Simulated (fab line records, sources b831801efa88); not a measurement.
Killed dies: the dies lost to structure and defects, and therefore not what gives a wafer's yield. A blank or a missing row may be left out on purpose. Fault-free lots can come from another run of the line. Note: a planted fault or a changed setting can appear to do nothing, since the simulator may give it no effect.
Lot-split experiment + flow sky130 + 23 wafers read from 5 lots, route of 708 steps

== THE SPLIT ==
At SKY_METAL2_ETCH_18 (etches BARC in N2/H2, stops on SiO2, time 45.9 s, target depth 60 nm), the setting time_s was moved away from the recipe's 45.9 s on 11 of the 23 wafers read, by -9.1% to -4.5%. The other wafers ran this setting at the recipe's value.

The reading is taken at the split's own step.

== THE READING ==
oes_product_au, in a.u., at SKY_METAL2_ETCH_18 (etches BARC in N2/H2, stops on SiO2, time 45.9 s, target depth 60 nm). Typical for fault-free wafers on this fab line: 0.855 a.u., with standard deviation 0.0052 a.u.

| wafer  | tool, chamber at the split | time_s as run, s | against the recipe | oes_product_au, a.u. | against lot-mates on the recipe |
|--------|----------------------------|------------------|--------------------|----------------------|---------------------------------|
| L074.1 | rie_metal-01, 0            | 45.9             | recipe             | 0.851                | -                               |
| L074.2 | rie_metal-01, 1            | 43.83            | -4.5%              | 0.868                | +0.019                          |
| L074.3 | rie_metal-01, 0            | 43.83            | -4.5%              | 0.871                | +0.022                          |
| L074.4 | rie_metal-01, 1            | 43.83            | -4.5%              | 0.871                | +0.022                          |
| L074.6 | rie_metal-01, 1            | 45.9             | recipe             | 0.847                | -                               |
| L077.1 | rie_metal-04, 0            | 42.43            | -7.6%              | 0.897                | +0.046                          |
| L077.2 | rie_metal-04, 1            | 42.43            | -7.6%              | 0.885                | +0.034                          |
| L077.3 | rie_metal-04, 0            | 42.43            | -7.6%              | 0.899                | +0.048                          |
| L077.4 | rie_metal-04, 1            | 45.9             | recipe             | 0.851                | -                               |
| L077.5 | rie_metal-04, 1            | 45.9             | recipe             | 0.851                | -                               |
| L079.1 | rie_metal-01, 0            | 45.9             | recipe             | 0.846                | -                               |
| L079.4 | rie_metal-01, 0            | 45.9             | recipe             | 0.862                | -                               |
| L079.5 | rie_metal-01, 0            | 45.9             | recipe             | 0.855                | -                               |
| L080.1 | rie_metal-04, 0            | 41.73            | -9.1%              | 0.894                | +0.043                          |
| L080.2 | rie_metal-04, 1            | 45.9             | recipe             | 0.849                | -                               |
| L080.4 | rie_metal-04, 0            | 45.9             | recipe             | 0.858                | -                               |
| L080.5 | rie_metal-04, 1            | 45.9             | recipe             | 0.846                | -                               |
| L080.6 | rie_metal-04, 0            | 41.73            | -9.1%              | 0.907                | +0.056                          |
| L085.1 | rie_metal-01, 0            | 42.74            | -6.9%              | 0.887                | +0.036                          |
| L085.2 | rie_metal-01, 1            | 45.9             | recipe             | 0.846                | -                               |
| L085.3 | rie_metal-01, 1            | 42.74            | -6.9%              | 0.889                | +0.038                          |
| L085.4 | rie_metal-01, 0            | 42.74            | -6.9%              | 0.884                | +0.033                          |
| L085.6 | rie_metal-01, 1            | 45.9             | recipe             | 0.855                | -                               |

FIT RESULTS
A straight line over all 23 wafers: oes_product_au changes by -0.00532 a.u. for each +1% of time_s; r = -0.97; the points scatter about the line by 0.0054 a.u.
The same after taking each lot's own level away (the mean of its wafers on the recipe; 23 wafers): -0.00542 a.u. for each +1%; r = -0.97; scatter 0.005 a.u.
That fit puts the effect of the largest move of time_s on the reading at 0.049 a.u.
From 0.8490 to 0.8543 a.u.: that is the span of the lots' own levels, equal to 1.0 times the standard deviation above.
Consequently the slope shifts little with the lot-to-lot level, the two slopes agreeing.
Check: +0.05 a.u. against its lot-mates is what the line predicts for one of the wafers moved furthest among these (-9.1%) when that wafer is left out of the fit. It came out at +0.043 a.u. against them.
Tool readings at the split's step, against how far the setting was moved: oes_product_au r = -0.97.

== OTHER SPLITS APPLIED TO THESE WAFERS ==
Other splits were also applied to these wafers ahead of the reading. Each is held against what the fit with the lots' levels taken away leaves over:
| other split on the same wafers | wafers away from the commonest value | r with oes_product_au (lot level and that fit taken away) |
|--------------------------------|--------------------------------------|-----------------------------------------------------------|
| SKY_METAL2_SPUTTER_02 power_w  | 9                                    | +0.08                                                     |

== THE WHOLE CHAIN: every reading that the file lists as answering this split, in the file's order ==
| step               | what it does                                                         | reading                                                                             | change (the file's fit)                   | r (the file's) |
|--------------------|----------------------------------------------------------------------|-------------------------------------------------------------------------------------|-------------------------------------------|----------------|
| SKY_METAL2_ETCH_18 | etches BARC in N2/H2, stops on SiO2, time 45.9 s, target depth 60 nm | oes_product_au                                                                      | -0.00538 a.u. for each +1% of the setting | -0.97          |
| SKY_METAL2_ETCH_18 | etches BARC in N2/H2, stops on SiO2, time 45.9 s, target depth 60 nm | KrF-thick_of_METAL2_COAT_10.thk_nm (the simulator's own value, which no gauge read) | -0.429 nm for each +1% of the setting     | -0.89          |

== FILE'S OWN FIT ==
oes_product_au changes by -0.00538 a.u. for each +1% of time_s, r = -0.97.
